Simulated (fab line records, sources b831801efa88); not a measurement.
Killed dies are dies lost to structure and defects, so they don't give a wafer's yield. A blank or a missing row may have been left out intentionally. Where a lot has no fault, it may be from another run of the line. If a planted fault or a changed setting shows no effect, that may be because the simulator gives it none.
Tool commonality check / flow gf180mcu / Sample size 12 lots and 36 wafers

== THE REASON FOR OPENING IT ==
1 of 12 lots carry a flag on the reading HV_LDD_3_TW at GF_HV_LDD_TW_MEAS_38. No-fault wafers: 1444, standard deviation 6.3.
Rule: a lot gets a flag if all its wafers with a number sit over 4 standard deviations from that mean, or if no wafer of it has a number. As for the other lots, they are considered sound.

lot=L539; measured=day 12 10:08; on=film-metro-04; HV_LDD_3_TW, wafer by wafer=1452 1440 1442; flag=
lot=L540; measured=day 12 17:47; on=film-metro-04; HV_LDD_3_TW, wafer by wafer=1449 1441 1443; flag=
lot=L541; measured=day 13 05:16; on=film-metro-04; HV_LDD_3_TW, wafer by wafer=1449 1447 1448; flag=
lot=L549; measured=day 15 08:35; on=film-metro-03; HV_LDD_3_TW, wafer by wafer=30 30 30; flag=FLAGGED
lot=L552; measured=day 16 10:10; on=film-metro-04; HV_LDD_3_TW, wafer by wafer=1439 1443 1445; flag=
lot=L553; measured=day 16 17:48; on=film-metro-03; HV_LDD_3_TW, wafer by wafer=1444 1445 1442; flag=
lot=L554; measured=day 17 06:08; on=film-metro-01; HV_LDD_3_TW, wafer by wafer=1457 1449 1447; flag=
lot=L555; measured=day 17 14:01; on=film-metro-03; HV_LDD_3_TW, wafer by wafer=1435 1429 1434; flag=
lot=L556; measured=day 17 19:08; on=film-metro-03; HV_LDD_3_TW, wafer by wafer=1429 1440 1438; flag=
lot=L557; measured=day 18 04:31; on=film-metro-03; HV_LDD_3_TW, wafer by wafer=1446 1449 1444; flag=
lot=L558; measured=day 18 07:28; on=film-metro-01; HV_LDD_3_TW, wafer by wafer=1434 1441 1429; flag=
lot=L559; measured=day 19 01:44; on=film-metro-01; HV_LDD_3_TW, wafer by wafer=1441 1441 1438; flag=
Flagged lots average 30: -1414 relative to the usual, that is -99 or more standard deviations.

== TOOL THAT RAN EACH LOT ==
2 process steps preceding the reading are held in the record, out of 602 steps in the route. Every cell lists first the tool, next ch and the chambers used by the sampled wafers, and last the start.
lot=L539; flag=; GF_MVSD_STRIP_10=plasma-asher-03 ch 0,1, day 4 22:20; GF_HV_LDD_EXPOSE_28=iline-stepper-01 ch 0, day 11 23:35
lot=L540; flag=; GF_MVSD_STRIP_10=plasma-asher-02 ch 0,1, day 5 06:44; GF_HV_LDD_EXPOSE_28=iline-stepper-02 ch 0, day 12 07:19
lot=L541; flag=; GF_MVSD_STRIP_10=plasma-asher-02 ch 0,1, day 5 13:02; GF_HV_LDD_EXPOSE_28=iline-stepper-01 ch 0, day 12 18:35
lot=L549; flag=FLAGGED; GF_MVSD_STRIP_10=plasma-asher-02 ch 0,1, day 7 06:26; GF_HV_LDD_EXPOSE_28=iline-stepper-01 ch 0, day 14 20:49
lot=L552; flag=; GF_MVSD_STRIP_10=plasma-asher-02 ch 0,1, day 8 02:17; GF_HV_LDD_EXPOSE_28=iline-stepper-01 ch 0, day 15 22:15
lot=L553; flag=; GF_MVSD_STRIP_10=plasma-asher-01 ch 0,1, day 8 06:38; GF_HV_LDD_EXPOSE_28=iline-stepper-01 ch 0, day 16 06:07
lot=L554; flag=; GF_MVSD_STRIP_10=plasma-asher-03 ch 0,1, day 8 14:47; GF_HV_LDD_EXPOSE_28=iline-stepper-01 ch 0, day 16 18:19
lot=L555; flag=; GF_MVSD_STRIP_10=plasma-asher-03 ch 0,1, day 8 22:22; GF_HV_LDD_EXPOSE_28=iline-stepper-01 ch 0, day 17 01:23
lot=L556; flag=; GF_MVSD_STRIP_10=plasma-asher-03 ch 1, day 9 01:28; GF_HV_LDD_EXPOSE_28=iline-stepper-02 ch 0, day 17 06:46
lot=L557; flag=; GF_MVSD_STRIP_10=plasma-asher-03 ch 0,1, day 9 06:42; GF_HV_LDD_EXPOSE_28=iline-stepper-01 ch 0, day 17 16:31
lot=L558; flag=; GF_MVSD_STRIP_10=plasma-asher-03 ch 0,1, day 9 10:07; GF_HV_LDD_EXPOSE_28=iline-stepper-02 ch 0, day 17 19:22
lot=L559; flag=; GF_MVSD_STRIP_10=plasma-asher-02 ch 0,1, day 9 21:52; GF_HV_LDD_EXPOSE_28=iline-stepper-01 ch 0, day 18 12:50
What these steps do:
- GF_MVSD_STRIP_10: strips in O2/N2.
- GF_HV_LDD_EXPOSE_28: exposes mask Nplus HV AREA, target cd 400 nm.
- GF_HV_LDD_TW_MEAS_38

== FLAGGED AGAINST TOTAL, ONE TOOL AT A TIME (gauges that did the reading follow at the end) ==
step=GF_MVSD_STRIP_10; tool=plasma-asher-01; lots run=1; flagged=0; share of the flagged lots=none; sound lots run after its first flagged lot=-
step=GF_MVSD_STRIP_10; tool=plasma-asher-02; lots run=5; flagged=1; share of the flagged lots=all; sound lots run after its first flagged lot=2 (L552,L559)
step=GF_MVSD_STRIP_10; tool=plasma-asher-03; lots run=6; flagged=0; share of the flagged lots=none; sound lots run after its first flagged lot=-
step=GF_HV_LDD_EXPOSE_28; tool=iline-stepper-01; lots run=9; flagged=1; share of the flagged lots=all; sound lots run after its first flagged lot=6 (L552,L553,L554,L555,L557,L559)
step=GF_HV_LDD_EXPOSE_28; tool=iline-stepper-02; lots run=3; flagged=0; share of the flagged lots=none; sound lots run after its first flagged lot=-
step=GF_HV_LDD_TW_MEAS_38; tool=film-metro-01; lots run=3; flagged=0; share of the flagged lots=none; sound lots run after its first flagged lot=-
step=GF_HV_LDD_TW_MEAS_38; tool=film-metro-03; lots run=5; flagged=1; share of the flagged lots=all; sound lots run after its first flagged lot=4 (L553,L555,L556,L557)
step=GF_HV_LDD_TW_MEAS_38; tool=film-metro-04; lots run=4; flagged=0; share of the flagged lots=none; sound lots run after its first flagged lot=-

== THE TABLE: WHAT IT ALLOWS ==
In the table, 3 rows ran each flagged lot (plasma-asher-02 at GF_MVSD_STRIP_10; iline-stepper-01 at GF_HV_LDD_EXPOSE_28; film-metro-03 at GF_HV_LDD_TW_MEAS_38).
- plasma-asher-02 at GF_MVSD_STRIP_10 ran 5 lots, 1 of them flagged. Lots that were sound ran on it after the first flagged one (L552, L559); a persistent fault on the entire tool would not allow that.
- iline-stepper-01 at GF_HV_LDD_EXPOSE_28 ran 9 lots, 1 of them flagged. Lots that were sound ran on it after the first flagged one (L552, L553, L554, L555, L557, L559); a persistent fault on the entire tool would not allow that.
- film-metro-03 at GF_HV_LDD_TW_MEAS_38 ran 5 lots, 1 of them flagged. Lots that were sound ran on it after the first flagged one (L553, L555, L556, L557); a persistent fault on the entire tool would not allow that.
Not one row of the table ran every flagged lot while running no sound lot after the first.

== WHAT THE SIMULATOR HAD PUT IN ==
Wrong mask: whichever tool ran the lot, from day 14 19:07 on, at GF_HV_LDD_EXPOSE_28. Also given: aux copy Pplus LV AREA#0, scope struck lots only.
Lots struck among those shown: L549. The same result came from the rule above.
